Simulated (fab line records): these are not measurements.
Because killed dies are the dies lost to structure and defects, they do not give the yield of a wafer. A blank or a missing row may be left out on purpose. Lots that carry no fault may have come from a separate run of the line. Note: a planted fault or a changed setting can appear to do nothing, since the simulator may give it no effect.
Struck lot and sound lot, side by side / flow gf180mcu / 20 out of 602 route steps
Sound: the wafers L228.1, L228.3, L228.4. Wafers struck: L234.1, L234.4, L234.6. At the end, the cause is stated.
Order at every step that has rows: each side's tool, ch and its chambers, its first start. Under that, the readings that differ: sound wafers / struck wafers / difference of the means / sigmas: that difference in standard deviations of wafers without a fault.
alike: a reading whose means differ by less than 2 such deviations, as well as words and numbers matching on both sides. not compared: withheld readings; readings where some wafer has no value; bounds like >300 that might hide an equal value; numbers whose values overlap and for which the record gives no deviation.
The two part at a step that has a row with sigmas, a row that says differs or no value, or rows on one side only. Numbers that don't overlap but have no deviation are shown without sigmas and don't part them. A reading missing from all wafers of one side parts the sides only when that side holds two or more wafers.

first, 1 step without rows for these wafers: GF_V3_CVD_00 (deposits SiO2, target thk 600 nm, time 100 s).
GF_V3_THK_MEAS_01:
  sound on film metro-03 at day 21 19:13; struck on film metro-01 at day 23 22:37
  alike: V3_CVD_00_THK
GF_V3_CVD_02: deposits SiO2 from TEOS, target thk 850 nm, time 94.851 s.
  sound on pecvd-02 ch 1,2, day 21 19:17; struck on pecvd-03 ch 0,1,2, day 23 22:41
  alike: heater power outer w, heater power w
GF_V3_THK_MEAS_03:
  sound on film metro-01 at day 21 19:21; struck on film metro-02 at day 23 22:45
  alike: V3_CVD_02_THK
GF_V3_CMP_04: polishes SiO2.
  sound on cmp-01 ch 0,1,3, day 21 19:28; struck on cmp-01 ch 2,3, day 23 22:49
  alike: motor current A, platen rpm, time to endpoint s
GF_V3_BOW_MEAS_05:
  sound on film metro-01 at day 21 19:43; struck on film metro-01 at day 23 23:07
reading=V3_BOW (um); sound=118 124 126; struck=106 93 111; difference=-19; sigmas=-2
then, 6 steps without rows for these wafers: GF_V3_DEHYDRATE_06 (time 60 s); GF_V3_HMDS_07 (prime time 60 s); GF_V3_COAT_08; GF_V3_COAT_09 (resist thk 1000 nm); GF_V3_SOFTBAKE_10 (time 60 s); GF_V3_EXPOSE_11 (exposes mask Via3, target cd 260 nm).
GF_V3_PEB_12: peb time 90 s.
  sound on litho track-01 ch 0, day 22 18:21; struck on litho track-01 ch 0, day 24 21:03
reading=heater power total W (W); sound=85.57 85.81 85.69; struck=81.83 81.62 81.94; difference=-3.89; sigmas=-45
reading=plate temp C (C); sound=135.28 134.92 135.20; struck=130.48 129.87 130.19; difference=-4.95; sigmas=-31
then, 1 step without rows for these wafers: GF_V3_DEVELOP_13 (develop time 60 s).
GF_V3_CD_MEAS_14 targets a cd of 260 nm.
  sound on cd sem-02 at day 22 18:42; struck on cd sem-02 at day 24 21:41
reading=cd nm (nm); sound=259.6 258.7 260.2; struck=241.8 242.0 242.4; difference=-17.4; sigmas=-15
  not compared: hold
GF_V3_OVL_MEAS_15:
  sound on overlay-01 at day 22 18:49; struck on overlay-02 at day 25 01:37
reading=hold; sound=- - -; struck=await dispo/3.8h/release await dispo/3.8h/release await dispo/3.8h/release; difference=no value on the sound wafers; sigmas=
  alike: V3_OVL
GF_V3_ETCH_16: etches BARC in N2/H2.
  sound on rie diel-03 ch 1,2,3, day 22 18:51; struck on rie diel-04 ch 1,2,3, day 25 01:39
reading=model.V3.cd nm (nm); sound=259.2 259.4 259.3; struck=242.2 241.9 241.7; difference=-17.4; sigmas=
  alike: drypump motor current A, oes product au, throttle valve pct
GF_V3_ETCH_17: etches SiO2 in C4F8/O2/Ar, stops on TiN, target depth 635 nm.
  sound on rie diel-03 ch 1,2,3; struck on rie diel-04 ch 1,2,3
reading=model.V3.cd nm (nm); sound=258.8 259.8 258.8; struck=241.9 242.5 241.3; difference=-17.2; sigmas=
  alike: oes product au
GF_V3_STRIP_18: strips in O2/N2.
  sound on plasma asher-02 ch 0,1, day 22 18:59; struck on plasma asher-01 ch 0,1, day 25 01:47
  alike: drypump motor current A, heater power w, oes product au
  not compared: rf hours counter h
-- the record jumps here: 6 days lie between the struck wafers' starts before and after (it left off in module V3 and takes up again in module PASSIVATION, whose first step shown is number 602 of the route) --
GF_PASSIVATION_PROBE_99:
  only the struck wafers here have rows in the record (prober-02, day 31 02:09); the sound ones have none

== WHERE THEY PART ==
Earliest at GF_V3_BOW_MEAS_05; latest, in this record, at GF_PASSIVATION_PROBE_99.

WHY: what the simulator had put in
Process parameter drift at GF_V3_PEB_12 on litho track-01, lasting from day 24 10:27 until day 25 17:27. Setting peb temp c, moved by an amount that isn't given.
